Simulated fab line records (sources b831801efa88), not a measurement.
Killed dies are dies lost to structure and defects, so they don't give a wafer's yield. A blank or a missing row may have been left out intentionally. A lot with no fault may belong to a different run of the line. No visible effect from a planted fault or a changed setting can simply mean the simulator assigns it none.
Split-lot experiment + flow sfq line + route with 325 steps; 5 lots, 23 wafers read

## THE SPLIT
At SFQ_TRILAYER_L0_LITHO_PEB_008 (peb time 60 s), the setting peb time s was moved away from the recipe's 60 s on 5 of the 23 wafers read, by -6.9% to -5.2%. This setting was run at the recipe's value on the other wafers.

The file shows no step between the split and the reading.

## THE READING
L0.cd nm (the simulator's own value, which no gauge read), in nm, at SFQ_TRILAYER_L0_BARC_OPEN_METAL_ETCH_010 (etches BARC in O2, target depth 125 nm, time 41.7 s). The file gives no usual value for it. Across the 18 wafers here that went through the recipe, the average is 2002 nm and the standard deviation 1.1 nm.

| wafer  | tool, chamber at the split | peb time s as run, s | against the recipe | L0.cd nm, nm | against lot-mates on the recipe |
|--------|----------------------------|----------------------|--------------------|--------------|---------------------------------|
| L074.1 | litho track-04, 0          | 60                   | recipe             | 2001         | -                               |
| L074.3 | litho track-04, 0          | 60                   | recipe             | 2002         | -                               |
| L074.4 | litho track-04, 0          | 60                   | recipe             | 2000         | -                               |
| L074.5 | litho track-04, 0          | 60                   | recipe             | 2000         | -                               |
| L074.6 | litho track-04, 0          | 60                   | recipe             | 2000         | -                               |
| L079.2 | litho track-04, 0          | 60                   | recipe             | 2003         | -                               |
| L079.3 | litho track-04, 0          | 60                   | recipe             | 2001         | -                               |
| L079.4 | litho track-04, 0          | 60                   | recipe             | 2001         | -                               |
| L079.5 | litho track-04, 0          | 60                   | recipe             | 2001         | -                               |
| L079.6 | litho track-04, 0          | 60                   | recipe             | 2002         | -                               |
| L081.2 | litho track-03, 0          | 60                   | recipe             | 2002         | -                               |
| L081.3 | litho track-03, 0          | 60                   | recipe             | 2002         | -                               |
| L081.4 | litho track-03, 0          | 60                   | recipe             | 2003         | -                               |
| L082.2 | litho track-01, 0          | 60                   | recipe             | 2002         | -                               |
| L082.3 | litho track-01, 0          | 56.89                | -5.2%              | 2010         | +8                              |
| L082.4 | litho track-01, 0          | 60                   | recipe             | 2001         | -                               |
| L082.5 | litho track-01, 0          | 56.89                | -5.2%              | 2010         | +8                              |
| L082.6 | litho track-01, 0          | 56.89                | -5.2%              | 2008         | +6                              |
| L083.1 | litho track-03, 0          | 60                   | recipe             | 2004         | -                               |
| L083.2 | litho track-03, 0          | 60                   | recipe             | 2002         | -                               |
| L083.3 | litho track-03, 0          | 55.84                | -6.9%              | 2014         | +11                             |
| L083.4 | litho track-03, 0          | 60                   | recipe             | 2002         | -                               |
| L083.6 | litho track-03, 0          | 55.84                | -6.9%              | 2013         | +10                             |

THE FIT
A straight line over all 23 wafers: L0.cd nm changes by -1.62 nm for each +1% of peb time s; r = -0.97; the points scatter about the line by 1.1 nm.
The same after taking each lot's own level away (the mean of its wafers on the recipe; 23 wafers): -1.54 nm for each +1%; r = -0.98; scatter 0.8 nm.
That fit puts the effect of the largest move of peb time s on the reading at 11 nm.
The lots' own levels span 2000.6 to 2002.7 nm, that is 1.9 times the standard deviation above.
Hence the lot-to-lot level has little effect on the slope; both slopes agree.
Check: +10.4 nm against its lot-mates is what the line predicts for one of the wafers moved furthest among these (-6.9%) when that wafer is left out of the fit. Against them it came out at +11.3 nm.

## ADDITIONAL SPLITS CARRIED BY THESE WAFERS
Note: prior to the reading, these wafers also went through further splits. Each is held against what the fit with the lots' levels taken away leaves over:
| other split on the same wafers                | wafers away from the commonest value | r with L0.cd nm (lot level and that fit taken away) |
|-----------------------------------------------|--------------------------------------|-----------------------------------------------------|
| SFQ_TRILAYER_INCOMING_OXIDATION_002 ox time s | 15                                   | +0.00                                               |

## FILE'S OWN FIT
L0.cd nm changes by -1.52 nm for each +1% of peb time s, r = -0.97.
